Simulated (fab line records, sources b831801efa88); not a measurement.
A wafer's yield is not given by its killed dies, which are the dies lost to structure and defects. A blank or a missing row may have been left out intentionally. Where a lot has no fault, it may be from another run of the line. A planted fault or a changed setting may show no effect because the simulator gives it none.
Which of the tools did it? + flow gf180mcu + 15 lots, 45 wafers sampled, at 5 steps of a route of 602

== WHAT THE GAUGES READ, wafer by wafer ==
GF_LVPWELL_OVL_MEAS_07. Usual: for LVPWELL_OVL the level is -0.9 nm and the standard deviation is 1.7.
| lot  | measured    | on         | LVPWELL_OVL (nm) | flag |
|------|-------------|------------|------------------|------|
| L879 | day 4 03:31 | overlay-01 | -1.8 -0.6 0.8    |      |
| L882 | day 4 18:49 | overlay-01 | -3.7 -2.9 -4.4   |      |
| L883 | day 5 01:25 | overlay-01 | 1.5 1.2 2.3      |      |
| L885 | day 5 13:50 | overlay-02 | -0.7 -1.5 -0.5   |      |
| L886 | day 5 18:19 | overlay-02 | - - -            | OFF  |
| L887 | day 6 00:37 | overlay-02 | - - -            | OFF  |
| L888 | day 6 04:52 | overlay-02 | - - -            | OFF  |
| L890 | day 6 16:59 | overlay-01 | -2.1 -2.5 -1.0   |      |
| L894 | day 7 15:49 | overlay-02 | -1.1 -0.6 -1.7   |      |
| L896 | day 8 03:24 | overlay-01 | 0.6 -1.2 -1.6    |      |
| L897 | day 8 08:23 | overlay-02 | -2.4 -0.1 0.0    |      |
| L898 | day 8 16:10 | overlay-01 | -2.1 -2.0 -1.5   |      |
| L899 | day 8 20:58 | overlay-01 | 0.6 0.0 -0.3     |      |
| L900 | day 9 01:01 | overlay-01 | -0.3 -0.4 0.6    |      |
| L901 | day 9 07:23 | overlay-01 | -3.2 -2.3 -3.1   |      |

GF_MVPSD_TW_MEAS_11. Usual: for MVPSD_TW the level is 552 and the standard deviation is 6.1.
| lot  | measured     | on            | MVPSD_TW    | flag |
|------|--------------|---------------|-------------|------|
| L879 | day 5 07:11  | film metro-04 | 557 557 559 |      |
| L882 | day 6 00:23  | film metro-01 | 546 545 542 |      |
| L883 | day 6 07:41  | film metro-03 | 549 550 546 |      |
| L885 | day 6 20:44  | film metro-03 | 548 553 551 |      |
| L886 | day 7 01:14  | film metro-04 | 695 698 698 | OFF  |
| L887 | day 7 08:29  | film metro-03 | 692 691 691 | OFF  |
| L888 | day 7 12:21  | film metro-01 | 678 681 682 | OFF  |
| L890 | day 8 01:48  | film metro-04 | 559 558 559 |      |
| L894 | day 9 02:47  | film metro-04 | 556 560 556 |      |
| L896 | day 9 14:23  | film metro-01 | 546 548 544 |      |
| L897 | day 9 20:44  | film metro-03 | 549 548 548 |      |
| L898 | day 10 03:51 | film metro-01 | 542 545 541 |      |
| L899 | day 10 08:26 | film metro-04 | 560 556 559 |      |
| L900 | day 10 14:18 | film metro-03 | 550 549 548 |      |
| L901 | day 10 20:00 | film metro-01 | 544 543 547 |      |

GF_VT_IMPLANT_TW_MEAS_10. Usual: for VT_IMPLANT_TW the level is 565 and the standard deviation is 7.1.
| lot  | measured     | on            | VT_IMPLANT_TW | flag |
|------|--------------|---------------|---------------|------|
| L879 | day 5 21:11  | film metro-04 | 570 568 569   |      |
| L882 | day 6 15:08  | film metro-04 | 570 567 566   |      |
| L883 | day 6 22:44  | film metro-04 | 564 565 567   |      |
| L885 | day 7 11:52  | film metro-01 | 553 552 555   |      |
| L886 | day 7 16:53  | film metro-01 | 686 684 684   | OFF  |
| L887 | day 8 00:35  | film metro-01 | 679 683 682   | OFF  |
| L888 | day 8 04:47  | film metro-04 | 704 702 703   | OFF  |
| L890 | day 8 18:48  | film metro-02 | 570 567 568   |      |
| L894 | day 9 20:41  | film metro-04 | 569 568 569   |      |
| L896 | day 10 08:46 | film metro-02 | 568 570 567   |      |
| L897 | day 10 15:11 | film metro-04 | 568 572 569   |      |
| L898 | day 10 22:18 | film metro-01 | 556 555 557   |      |
| L899 | day 11 03:14 | film metro-02 | 567 568 569   |      |
| L900 | day 11 08:57 | film metro-02 | 573 571 570   |      |
| L901 | day 11 14:59 | film metro-02 | 571 573 567   |      |

GF_PSD_OVL_MEAS_08. Usual: for PSD_OVL the level is -1.1 nm and the standard deviation is 1.2.
| lot  | measured     | on         | PSD_OVL (nm)   | flag |
|------|--------------|------------|----------------|------|
| L879 | day 14 14:18 | overlay-01 | -0.9 -1.0 -1.1 |      |
| L882 | day 15 18:01 | overlay-02 | -2.1 -3.9 -1.9 |      |
| L883 | day 16 02:31 | overlay-02 | -2.0 -2.1 -0.9 |      |
| L885 | day 16 20:40 | overlay-01 | -0.4 -0.5 -2.4 |      |
| L886 | day 17 08:11 | overlay-01 | -0.1 -1.9 -1.1 |      |
| L887 | day 17 18:55 | overlay-01 | -2.0 -1.6 -1.0 |      |
| L888 | day 17 22:25 | overlay-01 | -0.5 0.2 1.5   |      |
| L890 | day 18 16:35 | overlay-02 | 0.4 -0.9 -2.4  |      |
| L894 | day 20 06:30 | overlay-01 | 0.3 -1.1 -0.3  |      |
| L896 | day 20 17:43 | overlay-02 | -1.2 -2.6 -3.1 |      |
| L897 | day 21 05:31 | overlay-02 | -1.8 -3.9 0.0  |      |
| L898 | day 21 10:43 | overlay-02 | -0.7 -1.8 0.3  |      |
| L899 | day 21 21:43 | overlay-01 | -0.7 -2.4 -1.7 |      |
| L900 | day 22 02:19 | overlay-02 | 0.8 0.7 -1.6   |      |
| L901 | day 22 11:26 | overlay-01 | -1.5 -4.0 -1.2 |      |

== WHAT TOOL EACH LOT RAN ON (gives the tool, then ch and the chambers of the sampled wafers, and finally the start) ==
| lot  | GF_LVPWELL_COAT_02               |
|------|----------------------------------|
| L879 | litho track-02 ch 0, day 3 20:23 |
| L882 | litho track-01 ch 0, day 4 11:28 |
| L883 | litho track-02 ch 0, day 4 18:11 |
| L885 | litho track-04 ch 0, day 5 06:21 |
| L886 | litho track-04, day 5 11:13      |
| L887 | litho track-02, day 5 16:59      |
| L888 | litho track-04, day 5 21:03      |
| L890 | litho track-04 ch 0, day 6 09:15 |
| L894 | litho track-01 ch 0, day 7 08:04 |
| L896 | litho track-01 ch 0, day 7 18:52 |
| L897 | litho track-02 ch 0, day 7 23:59 |
| L898 | litho track-01 ch 0, day 8 07:01 |
| L899 | litho track-04 ch 0, day 8 12:06 |
| L900 | litho track-02 ch 0, day 8 16:32 |
| L901 | litho track-01 ch 0, day 8 22:32 |
- GF_LVPWELL_COAT_02: resist thk 3000 nm.

== WHAT THE TOOLS THEMSELVES READ (means of the sampled wafers that have a number; where no wafer has one, the mark that the record gives instead) ==
GF_LVPWELL_COAT_02. Usual: chill plate temp C 22.99 C, standard deviation 0.1; dispense pressure kPa 51.2 kPa, standard deviation 1; resist line temp C 23.01 C, standard deviation 0.11.
| lot  | tool           | chill plate temp C (C) | dispense pressure kPa (kPa) | resist line temp C (C) | flag |
|------|----------------|------------------------|-----------------------------|------------------------|------|
| L879 | litho track-02 | 23.08                  | 51.2                        | 22.87                  |      |
| L882 | litho track-01 | 22.96                  | 50.1                        | 23.02                  |      |
| L883 | litho track-02 | 23.03                  | 51.3                        | 22.97                  |      |
| L885 | litho track-04 | 22.94                  | 52.7                        | 22.95                  |      |
| L886 | litho track-04 | -                      | -                           | -                      | OFF  |
| L887 | litho track-02 | -                      | -                           | -                      | OFF  |
| L888 | litho track-04 | -                      | -                           | -                      | OFF  |
| L890 | litho track-04 | 22.92                  | 52.6                        | 22.91                  |      |
| L894 | litho track-01 | 23.02                  | 50.1                        | 23.04                  |      |
| L896 | litho track-01 | 23.07                  | 50.1                        | 23.09                  |      |
| L897 | litho track-02 | 22.98                  | 51.2                        | 22.99                  |      |
| L898 | litho track-01 | 22.90                  | 50.1                        | 22.97                  |      |
| L899 | litho track-04 | 23.00                  | 52.7                        | 22.98                  |      |
| L900 | litho track-02 | 22.87                  | 51.2                        | 23.10                  |      |
| L901 | litho track-01 | 22.98                  | 50.1                        | 22.95                  |      |

== THE ANSWER, worked out from the rows above alone ==
Rule: a lot is off if the mean of its wafers that have a number lies more than 3 standard deviations from the usual mean. Also off: a lot with no number at a reading for which 4 or more lots have one. Any other lot the step has rows for is counted as sound. Order of review: gauges by route order, followed by the tools' own readings, for which a lot's mean as printed above is used. At the first step where some lot is off, the reading lying furthest off is the one used; lots without a number count as furthest.
Off: L886, L887, L888, at GF_LVPWELL_OVL_MEAS_07 (LVPWELL_OVL). Without a number there: L886, L887, L888.
If a tool, at a process step before that reading, ran all the lots that are off and no sound lot after the first of them, it fits. Not tried: the gauges at GF_LVPWELL_OVL_MEAS_07; whatever is off there is also off at GF_MVPSD_TW_MEAS_11, on other tools, and gauge error can't account for it. None of those tried fits.

== WHAT THE SIMULATOR HAD PUT IN ==
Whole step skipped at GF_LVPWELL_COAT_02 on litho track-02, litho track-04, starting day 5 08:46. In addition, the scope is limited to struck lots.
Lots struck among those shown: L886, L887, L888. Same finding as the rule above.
